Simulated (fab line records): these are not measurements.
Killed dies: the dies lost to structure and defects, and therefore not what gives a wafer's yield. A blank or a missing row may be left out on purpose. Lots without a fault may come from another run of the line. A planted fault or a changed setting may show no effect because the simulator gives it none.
Chamber matching | flow sky130 | 4 sister chambers for SKY_LI_CONTACT_CMP_24 on cmp-02
The step polishes, stops on PSG, t overpolish 20 s, target thk 0 nm. 8 wafers are shown with their chamber, then 12 later ones without.

== WAFERS WITH THEIR CHAMBER ==
wafer  | chamber | motor_current_A (A) | overpolish_run_s (s)
L078.4 | 1       | 14.8                | 19.982
L080.2 | 1       | 13.5                | 20.003
L085.1 | 0       | 10.7                | 20.012
L086.4 | 2       | 11.0                | 20.010
L086.6 | 3       | 10.2                | 19.999
L088.1 | 0       | 10.7                | 20.007
L088.3 | 2       | 10.1                | 19.996
L088.4 | 3       | 10.5                | 20.015

== WAFERS MISSING THEIR CHAMBER ==
wafer  | motor_current_A (A) | overpolish_run_s (s)
L089.2 | 10.5                | 20.008
L089.3 | 10.3                | 19.996
L089.6 | 14.1                | 20.015
L090.1 | 10.8                | 20.002
L090.2 | 14.0                | 19.999
L090.6 | 9.9                 | 19.986
L091.1 | 10.5                | 19.997
L091.5 | 11.6                | 20.006
L091.6 | 14.5                | 20.006
L092.2 | 14.3                | 19.996
L092.4 | 10.8                | 19.986
L092.6 | 14.6                | 20.000

== WHICH CHAMBER EACH ONE RAN IN ==
wafer  | from the rows above          | in truth
L089.2 | can't be placed: 3 or 0 or 2 | 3
L089.3 | can't be placed: 2 or 3 or 0 | 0
L089.6 | 1                            | 1
L090.1 | can't be placed: 2 or 0 or 3 | 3
L090.2 | 1                            | 1
L090.6 | can't be placed: 2 or 3 or 0 | 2
L091.1 | can't be placed: 2 or 3 or 0 | 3
L091.5 | can't be placed: 0 or 2 or 3 | 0
L091.6 | 1                            | 1
L092.2 | 1                            | 1
L092.4 | can't be placed: 2 or 3 or 0 | 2
L092.6 | 1                            | 1
Correct placement for 5 of the 12. Cannot be placed on the basis of these rows: 7; the candidates contain the true chamber in 7. 0 placed wrongly.
How it was worked out, from the rows above alone: a wafer's distance from a chamber is the root of the sum, over the readings, of the square of ((its reading less the chamber's mean) divided by the reading's scatter). If the next closest chamber is less than 2 further off than the closest, the wafer can't be placed; otherwise it belongs to the closest. A chamber's mean is the mean of its shown wafers. How the scatter is found: for the shown wafers, subtract from each reading the mean of its chamber, square and add these, divide the total by (wafers less chambers), then take the root.
